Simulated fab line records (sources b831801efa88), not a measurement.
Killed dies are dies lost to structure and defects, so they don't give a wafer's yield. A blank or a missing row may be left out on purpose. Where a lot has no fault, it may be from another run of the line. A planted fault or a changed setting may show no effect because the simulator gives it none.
What tool caused it? ; flow sky130 ; 13 lots, 39 wafers sampled, at 2 steps of a route of 708

== WHAT THE GAUGES READ, wafer by wafer ==
No reading from a measuring or inspecting step in the record can be judged against a usual standard deviation.

== WHICH TOOL RAN EACH LOT (tool, then ch and the chambers of the sampled wafers, then the start) ==
lot;SKY_VIA2_ETCH_14;SKY_PAD_OPEN_PROBE_99
L539;rie_diel-01 ch 1,2,3, day 36 07:40;-
L540;rie_diel-01 ch 1,2,3, day 36 18:14;-
L541;rie_diel-02 ch 0,1,2, day 37 03:35;-
L542;rie_diel-04 ch 1,2, day 37 16:23;-
L543;rie_diel-04 ch 0,1,2, day 38 00:10;prober-02, day 47 03:25
L545;rie_diel-02 ch 2,3, day 38 09:05;-
L546;rie_diel-02 ch 0,1,3, day 38 18:13;-
L547;rie_diel-04 ch 0,1,3, day 39 10:26;prober-01, day 48 08:28
L549;rie_diel-01 ch 0,3, day 39 15:43;-
L550;rie_diel-04 ch 0,2,3, day 40 00:07;-
L559;rie_diel-01 ch 0,1,2, day 42 14:17;-
L561;rie_diel-02 ch 0,2,3, day 42 23:53;-
L562;rie_diel-02 ch 1,2,3, day 43 05:20;-
- SKY_VIA2_ETCH_14: etches BARC in N2/H2, stops on SiO2, time 45.9 s, target depth 60 nm.
- SKY_PAD_OPEN_PROBE_99

== AS READ BY THE TOOLS THEMSELVES (means over the sampled wafers that have a number; for cases with no such wafer, the mark the record gives instead) ==
SKY_VIA2_ETCH_14. Usual: drypump_motor_current_A 5.6 A, standard deviation 0.41; oes_product_au 0.850 a.u., standard deviation 0.0044; rf_fwd_power_W 494.8 W, standard deviation 2; throttle_valve_pct 13.226 %, standard deviation 0.01.
lot;tool;drypump_motor_current_A (A);oes_product_au (a.u.);rf_fwd_power_W (W);throttle_valve_pct (%);flag
L539;rie_diel-01;5.4;0.845;495.6;13.240;
L540;rie_diel-01;5.4;0.849;494.4;13.226;
L541;rie_diel-02;5.5;0.850;495.3;13.226;
L542;rie_diel-04;6.3;0.855;496.1;13.230;
L543;rie_diel-04;6.0;0.849;497.0;13.217;
L545;rie_diel-02;5.4;0.850;493.1;13.229;
L546;rie_diel-02;5.4;0.849;492.7;13.219;
L547;rie_diel-04;5.9;0.845;494.7;13.235;
L549;rie_diel-01;5.4;0.855;494.4;13.237;
L550;rie_diel-04;6.0;0.850;496.9;13.227;
L559;rie_diel-01;5.6;0.852;468.1;13.222;OFF
L561;rie_diel-02;5.4;0.851;495.2;13.233;
L562;rie_diel-02;5.6;0.848;494.1;13.224;

SKY_PAD_OPEN_PROBE_99. Usual: defect_limited_yield 82.6 %, standard deviation 1.9; killed_at_M0_to_M3 42, standard deviation 7; killed_at_M4_up 3.2, standard deviation 1.6; killed_at_contacts 24, standard deviation 5.8; killed_at_front_end 16, standard deviation 4.3; killed_at_other 0.3, standard deviation 0.62; killed_dies 86, standard deviation 9.5; killed_open 46, standard deviation 6.4; killed_short 39, standard deviation 6.3; sort_bin_3_pad_short 0.9 %, standard deviation 0.43; sort_bin_5_function 10.5 %, standard deviation 1.4; sort_bin_6_memory 6.1 %, standard deviation 1.2; sort_n_pass 406, standard deviation 9.5; sort_yield_pct 82.6 %, standard deviation 1.9.
lot;tool;defect_limited_yield (%);killed_at_M0_to_M3;killed_at_M4_up;killed_at_contacts;killed_at_front_end;killed_at_other;killed_dies;killed_open;killed_short;sort_bin_3_pad_short (%);sort_bin_5_function (%);sort_bin_6_memory (%);sort_n_pass;sort_yield_pct (%);flag
L543;prober-02;81.6;49;3.7;23;15;0.7;91;45;44;1.3;10.4;6.7;401;81.6;
L547;prober-01;82.9;40;4.0;26;14;0.3;84;46;38;0.7;9.6;6.8;408;82.9;

== THE ANSWER, worked out from the rows above alone ==
Rule: lot off if the mean of its wafers having a number is beyond 3 standard deviations from the usual mean. Also off: a lot with no number at a reading for which 4 or more lots have one. All remaining lots with rows at the step are treated as sound. The gauges are gone through in route order, then the tools' own readings, and for those a lot's mean is taken as printed above. At the first step where some lot is off, the reading lying furthest off is the one used; lots without a number count as furthest.
Off: L559 (SKY_VIA2_ETCH_14, rf_fwd_power_W).
If a tool, at that step or one of the process steps before it, ran each lot that is off and ran no sound lot following the first of them, it fits. One fits: SKY_VIA2_ETCH_14 on rie_diel-01. Its last sound lot is L549 (day 39 15:43), its first lot that is off L559 (day 42 14:17): a fault that began between those two fits.
On the lots that are off, the tool's own readings at SKY_VIA2_ETCH_14 differ by more than 5 times the standard deviation of the sound lots' means, which bears it out; rf_fwd_power_W reads 468.1 W there versus 495.0 W on the sound lots.

== WHAT THE SIMULATOR HAD INSERTED ==
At SKY_VIA2_ETCH_14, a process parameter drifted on rie_diel-01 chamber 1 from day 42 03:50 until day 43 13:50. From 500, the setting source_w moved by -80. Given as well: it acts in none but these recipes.
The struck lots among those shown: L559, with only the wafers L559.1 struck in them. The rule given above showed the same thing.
